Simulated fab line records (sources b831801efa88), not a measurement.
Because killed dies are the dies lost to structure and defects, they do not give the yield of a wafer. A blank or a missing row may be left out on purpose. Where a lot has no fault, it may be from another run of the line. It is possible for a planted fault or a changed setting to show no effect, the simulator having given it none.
fab line records	flow sky130
[record] lots = 7	wafers = 19	last-day = 50
route steps=708 shown METAL4@637 VIA4@639 PAD_OPEN@708
lots that met no fault: from a run of the same line without faults
start-h: the number of hours between the record's first day and the start of the first shown wafer of the lot	wait-h: hours from the lot's prior step to this one	" repeats the value in the row above	L1.1+2: one row covering several wafers at once	- no value, or no start given	* or withheld: withheld	< > ~ a bound
route shown NAME@n: a module of which the file shows steps, and the number in the route of the first	usual: the fault-free wafers' mean and standard deviation	same: alike in all rows	chamber/n: place in a boat	sites: readings site by site	_std_site: standard deviation of those values	_edge_site: inner sites' mean taken away from outer sites' mean	radius-mm: how far each site lies from the wafer's centre	mask NAME#n: copy n	behind: the tool/chamber that last shaped the wafer	hold: why the lot went on hold/how many hours it stayed there/how the hold came to an end	device: transistor that didn't switch, given as n, p or np	end of line: the route-end tests of the same wafers	step lacking rows: just its recipe	killed: dies lost to structure and defects at the first sort, not the wafer's yield	map: dies across one wafer; x = killed, . = not, _ = none there
set.NAME: the setting that was run; set.NAME@STEP: the one run at that earlier step	model.NAME: the simulator's own value behind a step, which no gauge read
lots at some steps of the route; a table a step, a row a wafer
services: the hour from which a tool's chamber was out of use, counted from the record's first day as start-h (under 0 if before that day), plus the number of hours and why
[[steps]]
[step SKY_METAL4_CLEAN_21]
[recipe] chemistry = IPA	time-s = 180	temp-c = 25
[step SKY_METAL4_CLEAN_22]
[recipe] chemistry = O3/DIW	dry = n2-spin
[step SKY_VIA4_HDPCVD_00]
[recipe] material = SiO2	target-thk-nm = 1750	sigma-open-frac = 0.3	time-s = 291.7	temp-c = 400	sih4-flow-sccm = 60	pressure-mtorr = 6
[step SKY_VIA4_THK_MEAS_01]
[recipe] reads = SiO2_of_VIA4_HDPCVD_00
[usual] VIA4_HDPCVD_THK = 1737/19
lot.wafer	tool	chamber	start-h	wait-h	VIA4_HDPCVD_THK[nm]
L868.1	film-metro-01	-	971.83	0.1	1736
L868.4	"	-	"	"	1770
L868.6	"	-	"	"	1730
L873.2	film-metro-03	-	1033.07	0.1	1770
L873.4	"	-	"	"	1751
L873.6	"	-	"	"	1764
L877.3	film-metro-01	-	1061.96	0.1	1729
L877.6	"	-	"	"	1734
L880.1	film-metro-04	-	1068.02	0.1	1730
L880.2	"	-	"	"	1733
L880.3	"	-	"	"	1716
L884.3	film-metro-04	-	1084.27	0.1	1757
L884.5	"	-	"	"	1758
L887.1	film-metro-01	-	1106.45	0.1	1744
L887.3	"	-	"	"	1697
L887.6	"	-	"	"	1715
L888.1	film-metro-01	-	1112.38	0.1	1771
L888.2	"	-	"	"	1744
L888.6	"	-	"	"	1725
[step SKY_VIA4_CMP_02]
[recipe] material = SiO2	down-force-psi = 4	platen-rpm = 60	pad-velocity-m-s = 0.94248
[usual] motor-current-A = 12.3/1.3
lot.wafer	tool	chamber	start-h	wait-h	motor-current-A
L868.1	cmp-01	0	971.89	0.1	12.6
L868.4	"	1	"	"	12.5
L868.6	"	1	"	"	12.9
L873.2	cmp-01	1	1033.17	0.1	12.9
L873.4	"	2	"	"	14.7
L873.6	"	0	"	"	13.5
L877.3	cmp-02	1	1062.10	0.1	10.0
L877.6	"	0	"	"	11.6
L880.2	cmp-02	2	1069.02	1.0	12.1
L880.1	"	3	"	"	13.5
L880.3	"	0	"	"	10.8
L884.3	cmp-01	1	1085.41	1.1	13.1
L884.5	"	1	"	"	12.3
L887.3	cmp-01	3	1106.61	0.1	14.2
L887.1	"	0	"	"	13.3
L887.6	"	2	"	"	13.0
L888.1	cmp-02	3	1112.53	0.1	13.4
L888.2	"	1	"	"	10.4
L888.6	"	3	"	"	13.3
[step SKY_VIA4_BOW_MEAS_03]
[recipe] mode = bow
[usual] VIA4_BOW = 77/7.5
lot.wafer	tool	chamber	start-h	wait-h	VIA4_BOW[um]
L868.1	film-metro-04	-	972.19	0.2	80
L868.4	"	-	"	"	82
L868.6	"	-	"	"	85
L873.2	film-metro-01	-	1033.44	0.2	85
L873.4	"	-	"	"	89
L873.6	"	-	"	"	73
L877.3	film-metro-01	-	1062.36	0.2	69
L877.6	"	-	"	"	74
L880.1	film-metro-04	-	1069.27	0.1	74
L880.2	"	-	"	"	81
L880.3	"	-	"	"	76
L884.3	film-metro-01	-	1085.74	0.3	68
L884.5	"	-	"	"	70
L887.1	film-metro-01	-	1106.81	0.1	69
L887.3	"	-	"	"	77
L887.6	"	-	"	"	74
L888.1	film-metro-03	-	1112.78	0.2	73
L888.2	"	-	"	"	73
L888.6	"	-	"	"	70
[step SKY_VIA4_DEHYDRATE_04]
[recipe] temp-c = 200	time-s = 60
[step SKY_VIA4_HMDS_05]
[recipe] prime-time-s = 60	prime-temp-c = 120
[step SKY_VIA4_COAT_06]
[recipe] resist = NOVOLAK	spin-rpm = 3000	resist-thk-nm = 1140
[step SKY_VIA4_SOFTBAKE_07]
[recipe] temp-c = 90	time-s = 60	resist = NOVOLAK
[step SKY_VIA4_EXPOSE_08]
[recipe] mask-id = VIM4	na = 0.6	source-shape = conventional	sigma-outer = 0.6	polarization = unpolarized	target-cd-nm = 800	dose-mj = 132
[step SKY_VIA4_PEB_09]
[recipe] temp-c = withheld	time-s = *	resist = NOVOLAK
[step SKY_VIA4_DEVELOP_10]
[recipe] resist = NOVOLAK	developer = TMAH	develop-time-s = 60	dev-temp-c = 23
[usual] resist-line-temp-C = 23.00/0.097
lot.wafer	tool	chamber	start-h	wait-h	resist-line-temp-C
L868.1	litho-track-04	0	995.63	0.1	22.92
L868.4	"	0	"	"	23.12
L868.6	"	0	"	"	22.82
L873.2	litho-track-02	0	1055.84	0.1	22.84
L873.4	"	0	"	"	23.04
L873.6	"	0	"	"	23.00
L877.3	litho-track-02	0	1083.06	0.1	22.85
L877.6	"	0	"	"	22.98
L880.1	litho-track-02	0	1089.81	0.1	23.05
L880.2	"	0	"	"	22.92
L880.3	"	0	"	"	22.85
L884.3	litho-track-02	0	1105.76	0.1	23.06
L884.5	"	0	"	"	23.14
L887.1	litho-track-03	0	1126.13	0.1	22.92
L887.3	"	0	"	"	23.00
L887.6	"	0	"	"	23.07
L888.1	litho-track-04	0	1132.78	0.1	22.90
L888.2	"	0	"	"	22.94
L888.6	"	0	"	"	22.89
[step SKY_VIA4_OVL_MEAS_11]
[usual] VIA4_OVL = 0.4/1.3
lot.wafer	tool	chamber	start-h	wait-h	VIA4_OVL[nm]
L868.1	overlay-02	-	995.78	0.1	1.3
L868.4	"	-	"	"	1.2
L868.6	"	-	"	"	0.3
L873.2	overlay-01	-	1055.97	0.1	-0.9
L873.4	"	-	"	"	-1.2
L873.6	"	-	"	"	-1.1
L877.3	overlay-01	-	1083.17	0.1	-0.7
L877.6	"	-	"	"	-2.0
L880.1	overlay-02	-	1089.96	0.1	0.8
L880.2	"	-	"	"	0.4
L880.3	"	-	"	"	0.5
L884.3	overlay-01	-	1105.87	0.1	-2.0
L884.5	"	-	"	"	0.6
L887.1	overlay-01	-	1126.28	0.1	-0.4
L887.3	"	-	"	"	1.2
L887.6	"	-	"	"	1.9
L888.1	overlay-02	-	1132.93	0.1	-2.7
L888.2	"	-	"	"	0.2
L888.6	"	-	"	"	-1.0
[step SKY_VIA4_ETCH_12]
[recipe] target = SiO2	chemistry = C4F8/O2/Ar	stop-on = TiN	mask-material = NOVOLAK	source-w = 1500	bias-w = 1200	pressure-mtorr = 40	c4f8-flow-sccm = withheld	O2_flow_sccm = 6	Ar_flow_sccm = 300	time-s = withheld	target-depth-a = 5800
[usual] oes-product-au = 0.926/0.005	rf-fwd-power-W = 1492/5
lot.wafer	tool	chamber	start-h	wait-h	oes-product-au	rf-fwd-power-W	model.VIA4.cd-nm
L868.1	rie-diel-02	0	995.81	0.0	0.922	1488	796.5
L868.4	"	2	"	"	0.935	1490	796.5
L868.6	"	1	"	"	0.931	1493	795.8
L873.2	rie-diel-04	3	1056.00	0.0	0.928	1487	798.6
L873.4	"	1	"	"	0.924	1488	797.2
L873.6	"	1	"	"	0.933	1489	797.6
L877.3	rie-diel-01	3	1083.20	0.0	0.923	1489	739.5
L877.6	"	1	"	"	0.925	1493	740.5
L880.1	rie-diel-04	3	1090.00	0.0	0.940	1493	797.4
L880.2	"	2	"	"	0.932	1498	798.7
L880.3	"	0	"	"	0.925	1496	732.5
L884.3	rie-diel-04	2	1105.90	0.0	0.923	1501	738.4
L884.5	"	1	"	"	0.924	1489	803.1
L887.1	rie-diel-01	3	1126.32	0.0	0.912	1487	802.2
L887.3	"	2	"	"	0.931	1488	800.7
L887.6	"	0	"	"	0.930	1488	800.7
L888.1	rie-diel-02	0	1132.96	0.0	0.925	1497	798.7
L888.2	"	2	"	"	0.925	1494	798.3
L888.6	"	1	"	"	0.926	1495	798
[step SKY_VIA4_STRIP_13]
[recipe] chemistry = O2/N2	power-w = 1400	pressure-mtorr = 1500	platen-temp-c = withheld	o2-flow-sccm = 3000	n2-flow-sccm = 300	overash-fraction = 0.5
[usual] drypump-motor-current-A = 5.6/0.51	oes-product-au = 0.709/0.0046	strip-time-to-endpoint-s = 12.81/0.032
lot.wafer	tool	chamber	start-h	wait-h	drypump-motor-current-A	oes-product-au	rf-hours-counter-h	strip-time-to-endpoint-s
L868.1	plasma-asher-01	1	995.89	-	6.3	0.702	114	12.81
L868.4	"	0	"	"	5.2	0.704	-	12.80
L868.6	"	0	"	"	5.2	0.704	-	12.84
L873.2	plasma-asher-02	1	1056.07	-	5.8	0.708	32	12.81
L873.4	"	1	"	"	5.8	0.714	-	12.77
L873.6	"	1	"	"	5.8	0.712	-	12.83
L877.3	plasma-asher-03	0	1083.30	-	4.8	0.707	-	12.76
L877.6	"	0	"	"	4.8	0.707	-	12.79
L880.1	plasma-asher-03	0	1090.07	-	4.8	0.716	66	12.77
L880.2	"	1	"	"	5.8	0.707	66	12.79
L880.3	"	1	"	"	5.8	0.703	-	12.78
L884.3	plasma-asher-02	0	1106.00	-	6.0	0.706	-	12.81
L884.5	"	0	"	"	6.0	0.711	-	12.78
L887.1	plasma-asher-02	0	1126.39	-	6.0	0.706	38	12.82
L887.3	"	0	"	"	6.0	0.711	-	12.80
L887.6	"	0	"	"	6.0	0.714	-	12.80
L888.1	plasma-asher-01	1	1133.04	-	6.3	0.709	6	12.82
L888.2	"	0	"	"	5.2	0.708	6	12.83
L888.6	"	1	"	"	6.2	0.707	-	12.81
[step SKY_PAD_OPEN_PROBE_99]
lot.wafer	tool	chamber	start-h	wait-h	model.etest.via4-chain.rc-ohm
L868.1	prober-01	-	1068.25	0.1	0.817
L868.4	prober-01	-	1068.40	0.2	0.7614
L868.6	prober-01	-	1068.50	0.2	0.8185
L873.2	prober-02	-	1122.55	0.1	0.8514
L873.4	prober-02	-	1122.65	0.2	0.8094
L873.6	prober-02	-	1122.75	0.2	0.8073
L877.3	prober-01	-	1147.62	0.2	0.9252
L877.6	prober-01	-	1147.77	0.2	0.8914
L880.1	prober-01	-	1153.32	0.1	0.7904
L880.2	prober-01	-	1153.37	0.1	0.7782
L880.3	prober-01	-	1153.42	0.2	0.9019
L884.3	prober-01	-	1167.30	0.2	0.8979
L884.5	prober-01	-	1167.40	0.2	0.7736
L887.1	prober-02	-	1184.60	0.1	0.8305
L887.3	prober-02	-	1184.70	0.2	0.8051
L887.6	prober-02	-	1184.85	0.2	0.8199
L888.1	prober-01	-	1190.65	0.1	0.8004
L888.2	prober-01	-	1190.70	0.1	0.7952
L888.6	prober-01	-	1190.90	0.2	0.8329
// killed by level:class
L868.1 CONTACT:geometric-particle:open=13 VIA1:geometric-particle:open=8 CONTACT:geometric-particle:short=7 FIELD_ISO:geometric-particle:open=5 METAL1:geometric-particle:short=5 FIELD_ISO:geometric-particle:short=4 POLY_GATE:geometric-particle:open=4 METAL2:geometric-particle:short=4
L868.4 CONTACT:geometric-particle:open=9 VIA1:geometric-particle:open=9 VIA2:geometric-particle:open=6 VIA1:geometric-particle:short=6 VIA3:geometric-particle:open=6 FIELD_ISO:geometric-particle:open=5 FIELD_ISO:geometric-particle:short=4 POLY_GATE:geometric-particle:open=4
L868.6 VIA1:geometric-particle:open=13 VIA3:geometric-particle:short=9 LI_CONTACT:geometric-particle:open=7 CONTACT:geometric-particle:open=7 VIA1:geometric-particle:short=6 FIELD_ISO:geometric-particle:open=5 SPACER:geometric-particle:open=5 VIA2:geometric-particle:open=5
L873.2 VIA1:geometric-particle:open=9 FIELD_ISO:geometric-particle:short=6 POLY_GATE:geometric-particle:short=6 VIA1:geometric-particle:short=6 VIA2:geometric-particle:open=6 CONTACT:geometric-particle:open=5 METAL2:geometric-particle:short=5 VIA3:geometric-particle:open=5
L873.4 VIA1:geometric-particle:open=15 METAL3:geometric-particle:short=8 VIA3:geometric-particle:open=7 VIA1:geometric-particle:short=7 METAL1:geometric-particle:short=6 VIA2:geometric-particle:open=6 POLY_GATE:geometric-particle:open=5 METAL4:geometric-particle:short=5
L873.6 VIA1:geometric-particle:open=9 CONTACT:geometric-particle:open=8 LOCAL_INTERCONNECT:geometric-particle:short=6 VIA1:geometric-particle:short=6 METAL3:geometric-particle:short=5 METAL2:geometric-particle:short=5 VIA3:geometric-particle:open=5 CONTACT:geometric-particle:short=5
L877.3 CONTACT:geometric-particle:short=10 CONTACT:geometric-particle:open=8 METAL2:geometric-particle:short=6 VIA2:geometric-particle:open=6 VIA1:geometric-particle:open=5 FIELD_ISO:geometric-particle:open=4 POLY_GATE:geometric-particle:short=4 LI_CONTACT:geometric-particle:short=4
L877.6 VIA1:geometric-particle:short=8 VIA2:geometric-particle:open=6 VIA1:geometric-particle:open=6 FIELD_ISO:geometric-particle:open=5 LI_CONTACT:geometric-particle:open=5 LOCAL_INTERCONNECT:geometric-particle:short=5 CONTACT:geometric-particle:open=5 METAL2:geometric-particle:short=5
L880.1 VIA1:geometric-particle:open=12 FIELD_ISO:geometric-particle:short=10 CONTACT:geometric-particle:open=8 VIA3:geometric-particle:open=7 VIA3:geometric-particle:short=7 VIA2:geometric-particle:open=6 METAL2:geometric-particle:short=5 FIELD_ISO:geometric-particle:open=4
L880.2 VIA1:geometric-particle:open=12 CONTACT:geometric-particle:open=8 POLY_GATE:geometric-particle:short=7 METAL1:geometric-particle:short=7 LI_CONTACT:geometric-particle:open=6 VIA2:geometric-particle:open=6 POLY_GATE:geometric-particle:open=5 CONTACT:geometric-particle:short=5
L880.3 VIA2:geometric-particle:open=10 CONTACT:geometric-particle:short=6 VIA3:geometric-particle:open=6 CONTACT:geometric-particle:open=5 LI_CONTACT:geometric-particle:open=4 LOCAL_INTERCONNECT:geometric-particle:short=4 VIA1:geometric-particle:open=4 POLY_GATE:geometric-particle:short=3
L887.1 CONTACT:geometric-particle:open=9 VIA1:geometric-particle:open=8 LOCAL_INTERCONNECT:geometric-particle:short=6 LI_CONTACT:geometric-particle:open=5 METAL2:geometric-particle:short=5 METAL3:geometric-particle:short=5 VIA1:geometric-particle:short=4 FIELD_ISO:geometric-particle:open=3
L887.3 VIA3:geometric-particle:open=9 CONTACT:geometric-particle:open=7 VIA1:geometric-particle:open=7 LOCAL_INTERCONNECT:geometric-particle:short=6 LI_CONTACT:geometric-particle:open=5 VIA1:geometric-particle:short=4 FIELD_ISO:geometric-particle:short=3 FIELD_ISO:geometric-particle:open=3
L887.6 CONTACT:geometric-particle:open=10 VIA1:geometric-particle:open=10 VIA2:geometric-particle:open=10 LI_CONTACT:geometric-particle:open=6 METAL2:geometric-particle:short=5 LI_CONTACT:geometric-particle:short=3 LOCAL_INTERCONNECT:geometric-particle:short=3 METAL1:geometric-particle:short=3
L888.1 CONTACT:geometric-particle:open=12 VIA1:geometric-particle:open=11 LI_CONTACT:geometric-particle:open=8 POLY_GATE:geometric-particle:short=7 POLY_GATE:geometric-particle:open=6 VIA3:geometric-particle:open=6 FIELD_ISO:geometric-particle:open=5 CONTACT:geometric-particle:short=5
L888.2 CONTACT:geometric-particle:open=15 VIA1:geometric-particle:open=12 LI_CONTACT:geometric-particle:open=8 METAL2:geometric-particle:short=8 METAL1:geometric-particle:short=7 VIA2:geometric-particle:open=7 POLY_GATE:geometric-particle:short=6 VIA1:geometric-particle:short=6
L888.6 CONTACT:geometric-particle:open=14 VIA1:geometric-particle:open=13 VIA3:geometric-particle:open=12 VIA1:geometric-particle:short=10 METAL1:geometric-particle:short=7 LI_CONTACT:geometric-particle:open=5 LOCAL_INTERCONNECT:geometric-particle:short=5 FIELD_ISO:geometric-particle:open=4
[[services]]
tool	chamber	start-h	hours	kind
rie-diel-04	3	972.65	1.2	repair
cmp-01	-	974.23	0.2	repair
rie-diel-04	1	976.89	3.0	repair
cmp-02	-	992.92	11.0	repair
rie-diel-04	0	994.54	-	clean
rie-diel-04	0	994.54	23.3	scheduled-down
rie-diel-04	0	994.54	23.3	vent-cycle
rie-diel-02	1	1025.30	1.9	repair
plasma-asher-01	-	1030.18	3.7	repair
cmp-02	-	1035.19	0.7	repair
cmp-01	-	1050.56	2.3	repair
plasma-asher-01	-	1055.25	9.0	pm
plasma-asher-01	0	1055.25	9.0	vent-cycle
plasma-asher-01	1	1055.25	9.0	vent-cycle
plasma-asher-01	0	1064.25	-	clean
plasma-asher-01	1	1064.25	-	clean
cmp-02	-	1064.55	3.8	repair
cmp-01	-	1080.22	4.8	pm
cmp-02	-	1084.35	4.0	pm
cmp-02	-	1088.35	-	consumable-replace:conditioner
cmp-02	-	1088.35	-	consumable-replace:pad
cmp-02	-	1104.86	0.5	repair
cmp-01	-	1110.92	4.9	pm
cmp-01	-	1118.39	2.1	repair
[[key]]
first-sign none at tools or gauges
[model-effect] step = SKY_VIA4_ETCH_12	value = VIA4.cd-nm	without = 801.1	struck = 737.7
[model-effect] step = SKY_PAD_OPEN_PROBE_99	value = etest.via4-chain.rc-ohm	without = 0.793	struck = 0.9041
met-at SKY_VIA4_DEVELOP_10
struck-wafers L877.3,L877.6,L880.3,L884.3
sort-left-out L884.3
onset-between 1055.84 1083.06
[fault] kind = process-parameter-drift	tool = litho-track-02	chamber = -	onset-h = 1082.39	steps = SKY_VIA4_DEVELOP_10	channel = develop-time-s	offset = *	shape = step	end-h = 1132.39	scope = struck-wafers-only	acts-in = *	stated = *
// sort-left-out: the simulated sort isn't trusted on such a fault, so these wafers' sort isn't shown, and their yield isn't known
